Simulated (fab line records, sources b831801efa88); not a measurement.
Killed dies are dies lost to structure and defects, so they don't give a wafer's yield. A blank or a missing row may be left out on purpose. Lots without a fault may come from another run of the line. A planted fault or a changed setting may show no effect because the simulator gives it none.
One fault seen from 2 desks | flow gf180mcu | each desk has only its own numbers; what lay behind them comes last

THE METROLOGY DESK
What the gauges read, lot by lot, whatever tool the lot ran on: means of the sampled wafers that have a number. A lot is out of limits, marked OUT, if its mean lies more than 4 standard deviations from the usual mean; the brackets give that distance.
Columns: A = M3_ALCU_RS at GF_M3_RS_MEAS_05, usual 0.0696 ohm/sq; B = MIM_ALCU_RS at GF_MIM_RS_MEAS_10, usual 0.1611 ohm/sq; C = MIM_ALCU_THK at GF_MIM_THK_MEAS_11, usual 200.2 nm
lot  | first seen here | A      | B                | C
L433 | day 20 08:38    | 0.0693 | 0.1643           | 195.7
L438 | day 22 03:52    | 0.0694 | 0.1189 (-26) OUT | 268.0 (+29) OUT
L439 | day 22 12:16    | 0.0692 | 0.1188 (-26) OUT | 268.5 (+30) OUT
L440 | day 22 17:05    | 0.0703 | 0.1191 (-26) OUT | 268.2 (+30) OUT
L449 | day 26 08:26    | 0.0707 | 0.1600           | 202.0
L451 | day 26 13:35    | 0.0695 | 0.1617           | 198.8
L452 | day 26 22:41    | 0.0698 | 0.1623           | 198.1
L453 | day 27 08:10    | 0.0690 | 0.1607           | 199.5
L454 | day 27 15:45    | 0.0698 | 0.1602           | 200.8
L455 | day 27 21:48    | 0.0697 | 0.1620           | 198.7
L456 | day 28 05:45    | 0.0686 | 0.1616           | 199.8
This desk's finding: out of limits on L438, L439, L440; first on L438, day 26 01:35 (MIM_ALCU_RS at GF_MIM_RS_MEAS_10). In limits: L433, L449, L451, L452, L453, L454, L455, L456.

THE TOOL OWNER'S DESK: pvd_sputter-02
The tool's own readings at GF_MIM_SPUTTER_08 (material AlCu, target thk 200 nm, time 10.6 s): means of the sampled wafers that have a number, for each lot that ran on this tool. A lot is out of limits, marked OUT, if its mean lies more than 4 standard deviations from the usual mean; the brackets give that distance.
Columns: A = cathode_dc_power_W at GF_MIM_SPUTTER_08, usual 10600 W; B = throttle_valve_pct at GF_MIM_SPUTTER_08, usual 29.7 %
lot  | first seen here | A                       | B
L438 | day 26 01:30    | 14107 (+99 or more) OUT | 30.3
L439 | day 26 09:51    | 14106 (+99 or more) OUT | 29.6
L440 | day 26 16:55    | 14104 (+99 or more) OUT | 28.9
L449 | day 29 22:04    | 10600                   | 30.3
L451 | day 30 01:31    | 10597                   | 30.3
L454 | day 30 22:42    | 10598                   | 30.2
L455 | day 31 05:44    | 10598                   | 29.6
This desk's finding: out of limits on L438, L439, L440; first on L438, day 26 01:30 (cathode_dc_power_W at GF_MIM_SPUTTER_08). In limits: L449, L451, L454, L455.

PUT TOGETHER
The tool owner's desk could have raised an alarm at day 26 01:30, on L438, L439, L440.
The metrology desk could have raised an alarm at day 26 01:35, on L438, L439, L440.
Of the lots named, all ran GF_MIM_SPUTTER_08 on pvd_sputter-02.

WHAT THE SIMULATOR HAD PUT IN
Process parameter drift: pvd_sputter-02, from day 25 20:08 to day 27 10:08, at GF_MIM_SPUTTER_08. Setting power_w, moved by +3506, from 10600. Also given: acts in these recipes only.
Lots struck among those shown: L438, L439, L440.
Hours from the fault's start to each desk's first reading out of limits: the tool owner's desk, 5; the metrology desk, 5.
